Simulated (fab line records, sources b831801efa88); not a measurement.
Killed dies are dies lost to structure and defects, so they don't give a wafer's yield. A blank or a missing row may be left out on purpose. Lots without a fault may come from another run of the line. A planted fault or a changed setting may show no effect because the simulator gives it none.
Chamber matching | flow gf180mcu | GF_V2_ETCH_16 on rie_diel-04: 4 sister chambers
The step etches BARC in N2/H2. 8 wafers are shown with their chamber, then 12 later ones without.

WAFERS WITH THEIR CHAMBER
wafer  | chamber | drypump_motor_current_A (A) | rf_fwd_power_W (W)
L084.2 | 1       | 5.3                         | 493.6
L084.6 | 3       | 6.4                         | 498.2
L086.3 | 2       | 4.7                         | 490.1
L086.4 | 1       | 5.2                         | 494.8
L086.5 | 2       | 4.7                         | 491.2
L093.3 | 0       | 5.7                         | 494.7
L093.4 | 3       | 6.4                         | 494.8
L093.5 | 0       | 5.7                         | 495.1

WAFERS WITHOUT THEIR CHAMBER
wafer  | drypump_motor_current_A (A) | rf_fwd_power_W (W)
L094.1 | 4.7                         | 492.0
L094.2 | 5.2                         | 492.2
L094.4 | 5.6                         | 494.2
L095.1 | 5.6                         | 493.3
L095.3 | 5.3                         | 494.3
L095.5 | 4.7                         | 490.6
L096.1 | 5.3                         | 493.6
L096.2 | 5.6                         | 494.5
L096.6 | 5.2                         | 494.5
L097.1 | 5.3                         | 495.6
L097.2 | 6.3                         | 497.2
L097.3 | 5.6                         | 494.2

WHICH CHAMBER EACH WENT THROUGH
wafer  | from the rows above | in truth
L094.1 | 2                   | 2
L094.2 | 1                   | 1
L094.4 | 0                   | 0
L095.1 | 0                   | 0
L095.3 | 1                   | 1
L095.5 | 2                   | 2
L096.1 | 1                   | 1
L096.2 | 0                   | 0
L096.6 | 1                   | 1
L097.1 | 1                   | 1
L097.2 | 3                   | 3
L097.3 | 0                   | 0
Placed correctly: 12 of 12. Can't be placed from these rows: 0. Placed wrongly: 0.
How it was worked out, from the rows above alone: a wafer's distance from a chamber is the root of the sum, over the readings, of the square of ((its reading less the chamber's mean) divided by the reading's scatter). The wafer belongs to the nearest chamber; if the next one is less than 2 further off, it can't be placed. A chamber's mean is the mean of its shown wafers. The scatter: the root of (the sum of the squares of (reading less its chamber's mean) over the shown wafers, divided by (wafers less chambers)).
